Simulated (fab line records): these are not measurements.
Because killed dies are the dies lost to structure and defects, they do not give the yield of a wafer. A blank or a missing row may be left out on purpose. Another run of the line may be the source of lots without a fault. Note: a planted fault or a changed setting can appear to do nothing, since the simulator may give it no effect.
One fault through the eyes of 2 desks | flow sky130 | what lay behind the numbers comes last; until then each desk has only its own

== AT THE TOOL OWNER'S DESK: rie_diel-02 ==
The tool's own readings at SKY_METAL3_ETCH_17 (etches SiO2 in C4F8/O2/Ar, stops on TiN, time 3.9 s, target depth 15 nm): means of the sampled wafers that have a number, for each lot that ran on this tool. If a lot's mean is further than 4 standard deviations from the usual mean, the lot is out of limits and carries the mark OUT (the distance appears in the brackets).
Columns: A = bias_w at SKY_METAL3_ETCH_17, usual 1200 W; B = oes_product_au at SKY_METAL3_ETCH_17, usual 0.752 a.u.
lot  | first seen here | A    | B
L713 | day 39 11:50    | 1200 | 0.745
L715 | day 39 23:10    | 1201 | 0.748
L716 | day 40 10:19    | 1201 | 0.754
L725 | day 42 23:19    | 1200 | 0.758
L727 | day 43 15:34    | 1205 | 0.751
L730 | day 44 14:55    | 1200 | 0.757
L732 | day 44 22:49    | 1202 | 0.753
This desk's verdict: no lot among the 7 shows anything out of limits.

== THE METROLOGY DESK ==
What the gauges read, lot by lot, whatever tool the lot ran on: means of the sampled wafers that have a number. If a lot's mean is further than 4 standard deviations from the usual mean, the lot is out of limits and carries the mark OUT (the distance appears in the brackets).
Columns: A = VIA3_W_RS at SKY_VIA3_RS_MEAS_22, usual 0.296 ohm/sq
lot  | first seen here | A
L712 | day 40 08:50    | 0.295
L713 | day 40 15:46    | 0.296
L715 | day 41 02:23    | 0.299
L716 | day 41 12:44    | 0.299
L717 | day 41 18:25    | 0.295
L718 | day 42 04:55    | 0.299
L719 | day 42 18:17    | 0.297
L720 | day 43 12:44    | 0.295
L725 | day 44 01:26    | 0.297
L727 | day 44 16:51    | 0.292
L730 | day 45 15:29    | 0.296
L732 | day 45 22:31    | 0.291
This desk's verdict: no lot among the 12 shows anything out of limits.

== BROUGHT TOGETHER ==
Nothing out of limits was seen by the tool owner's desk.
From the metrology desk's view, nothing was out of limits.

== WHAT THE SIMULATOR HAD PUT IN ==
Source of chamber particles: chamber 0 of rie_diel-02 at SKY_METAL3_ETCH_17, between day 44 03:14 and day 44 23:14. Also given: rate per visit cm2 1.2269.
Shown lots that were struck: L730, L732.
